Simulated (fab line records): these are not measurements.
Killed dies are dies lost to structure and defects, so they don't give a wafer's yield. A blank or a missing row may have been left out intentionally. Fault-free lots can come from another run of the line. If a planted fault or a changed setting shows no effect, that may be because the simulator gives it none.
Problem report in the 8D (eight disciplines) form, filled by code ; flow gf180mcu ; the parts of the form that need people (team, actions taken, sign-off) are left out

== 1. WHAT WENT WRONG ==
Mean NSD_RS at GF_PSD_RS_MEAS_14: 48.90 ohm/sq over 6 wafers in 2 lots; fault-free wafers: 46.54 ohm/sq, standard deviation 0.087. Measured from the usual mean, that is +27 standard deviations.
The step: measures by four-point-probe.
First observed at day 19 10:55: wafer L654.1, on film metro-04. The record has a number at this step for 33 wafers belonging to 11 lots. Rule for "out" (also "out of limits"): further than 4 standard deviations from the usual mean. Any other wafer with a number is counted as sound.

== 2. WHAT THIS IS AND IS NOT ==
question;is;is not
which readings at this step;NSD_RS;-
which lots;L654, L656;L644, L645, L646, L648, L649, L651, L661, L664, L665
which wafers of those lots;all that have a number;-
read on which gauges;film metro-03, film metro-04;film metro-01
when;from day 19 10:55;"up to then (18 sound wafers); but 9 sound wafers of L661, L664, L665 came after"

== 3. THE SUSPECTS, EACH WITH WHAT RULES IT OUT ==
Counting: a tool stays on the suspect list if, at a process step up to the reading, it processed all lots that are out and no sound lot following the first of them.
- the gauge at GF_PSD_RS_MEAS_14: ruled out. Those wafers that are out were read across 2 gauges (film metro-03, film metro-04).
- implanter-03 at GF_NSD_IMPLANT_09: ruled out as a lasting fault. The sound lots L664 went through it after L654, its earliest lot that is out (day 18 09:39).
- plasma asher-03 at GF_NSD_STRIP_11 (strips in O2/N2): ruled out as a lasting fault. The sound lots L661, L665 went through it after L654, its earliest lot that is out (day 18 09:57).
Left after counting: nothing in the record.

== 4. THE CAUSE (what the simulator had put in) ==
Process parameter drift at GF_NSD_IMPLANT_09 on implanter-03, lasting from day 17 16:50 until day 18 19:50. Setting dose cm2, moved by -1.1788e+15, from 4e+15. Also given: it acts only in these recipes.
It was ruled out by counting, in error; the rule expects a fault to strike all lots run on its tool from its start on, and this fault did not.

== 5. SEQUENCE OF EFFECTS, ordered by route ==
Rows list readings where the struck wafers' mean (over those with a number) sits beyond 3 standard deviations from the usual. Readings are gone through only where the record gives a usual standard deviation; hours: the median, over the lots, of the time from a lot's start at the first step in this table giving one to that lot's start at this step; sigmas: the change measured in usual standard deviations.
hours;step;reading;usual;on struck wafers;change;sigmas
0;GF_NSD_IMPLANT_09;beam on s;17.4 s;12.5;-4.9;-5.4
0;GF_NSD_IMPLANT_09;dose ions cm2;4.001e+15;2.822e+15;-1.179e+15;-99 or more
0;GF_NSD_STRIP_11;strip time to endpoint s;22.79 s;21.45;-1.34;-37
25;GF_PSD_RS_MEAS_14;NSD_RS;46.54 ohm/sq;48.90;+2.36;+27
It contains these process steps:
- GF_NSD_IMPLANT_09
- GF_NSD_STRIP_11: strips in O2/N2.
Later steps that measure or inspect, where all struck wafers having a row at the step show a number for every such reading and not one has moved that far: GF_M1_RS_MEAS_05.

== 6. HOW IT WOULD HAVE BEEN CAUGHT EARLIER ==
The first out-of-limits reading at a measuring or inspecting step in this record came at day 19 10:55, 42 hours after the fault's start at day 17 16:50.
The tool's own readings at GF_NSD_IMPLANT_09 were out on every struck wafer that the step has a row for (beam on s, dose ions cm2): an alarm limit on them would have fired on the first of those.
